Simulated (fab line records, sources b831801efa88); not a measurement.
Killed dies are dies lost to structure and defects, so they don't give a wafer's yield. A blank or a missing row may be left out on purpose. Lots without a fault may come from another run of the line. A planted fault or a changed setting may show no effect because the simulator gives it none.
Problem report in the 8D (eight disciplines) form, filled by code | flow sky130 | the parts of the form that need people (team, actions taken, sign-off) are left out

1. THE PROBLEM
cd_nm at SKY_VIA1_CD_MEAS_12 reads a mean of 52.0 nm on 2 wafers of 2 lots; wafers without a fault read 150.6 nm with a standard deviation of 1.7. That is -58 standard deviations from the usual mean.
The step: target cd 150 nm.
First seen on wafer L415.1, day 37 11:45, on cd_sem-02. The record holds 35 wafers of 12 lots with a number at this step. Rule for "out", or "out of limits": more than 4 standard deviations from the usual mean. The other wafers with a number count as sound.

2. WHAT IT IS AND WHAT IT IS NOT
question                    | is                | is not
which readings at this step | cd_nm             | -
which lots                  | L415, L416        | L404, L405, L406, L407, L408, L418, L424, L425, L426, L427
which wafers of those lots  | L415.1, L416.5    | L415.3, L416.3, L416.4
read on which gauges        | cd_sem-02         | cd_sem-01
when                        | from day 37 11:45 | up to then (16 sound wafers); but 17 sound wafers of L416, L418, L424, L425, L426, L427 came after

3. SUSPECTS, AND WHAT RULES EACH OUT
Counting: a tool at a process step up to the reading stays a suspect if it ran every lot that is out. Sound lots after the first of them don't rule it out here, since some wafers of a struck lot are sound.
- the gauge at SKY_VIA1_CD_MEAS_12: ruled out. All the wafers that are out were read on cd_sem-02, but those of them that SKY_PAD_OPEN_PROBE_99 has rows for are out there too, on other tools.
- krf_scanner-02 at SKY_VIA1_EXPOSE_09 (exposes mask VIM, target cd 150 nm): kept. It ran every lot that is out, first L415 (day 36 23:08); its last sound lot up to then is L405 (day 33 14:43).
Left after counting: krf_scanner-02 at SKY_VIA1_EXPOSE_09.

4. THE CAUSE (what the simulator had put in)
Process parameter drift: krf_scanner-02, from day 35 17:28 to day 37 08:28, at SKY_VIA1_EXPOSE_09. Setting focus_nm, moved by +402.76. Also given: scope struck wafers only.
Counting left only this tool.

5. THE CHAIN OF EFFECTS, in route order
Each row: a reading whose mean over the struck wafers that have a number lies more than 3 standard deviations from the usual. Only readings for which the record gives a usual standard deviation are gone through. hours: the time from each lot's start at the first step in this table that gives one to its start at this step, as a median over the lots. sigmas: the change in usual standard deviations.
hours | step                  | reading              | usual    | on struck wafers | change | sigmas
0     | SKY_VIA1_CD_MEAS_12   | cd_nm                | 150.6 nm | 52.0             | -98.5  | -58
261   | SKY_PAD_OPEN_PROBE_99 | defect_limited_yield | 82.6 %   | 0.0              | -82.6  | -46
261   | SKY_PAD_OPEN_PROBE_99 | killed_at_M0_to_M3   | 43       | 446              | +404   | +62
261   | SKY_PAD_OPEN_PROBE_99 | killed_dies          | 86       | 492              | +406   | +46
261   | SKY_PAD_OPEN_PROBE_99 | killed_on_rim        | 17       | 96               | +79    | +18
261   | SKY_PAD_OPEN_PROBE_99 | sort_bin_5_function  | 10.4 %   | 93.5             | +83.1  | +52
261   | SKY_PAD_OPEN_PROBE_99 | sort_n_pass          | 406      | 0                | -406   | -46
261   | SKY_PAD_OPEN_PROBE_99 | sort_yield_pct       | 82.6 %   | 0.0              | -82.6  | -46
The process steps in it:
- SKY_PAD_OPEN_PROBE_99

6. WHAT WOULD HAVE CAUGHT IT SOONER
In this record the first reading out of limits at a measuring or inspecting step was taken at day 37 11:45, 42 hours after the fault began at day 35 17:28.
All the lots that are out (2) had begun SKY_VIA1_EXPOSE_09 on krf_scanner-02 by day 37 11:45. A hold on the tool at that time would have spared none of them.
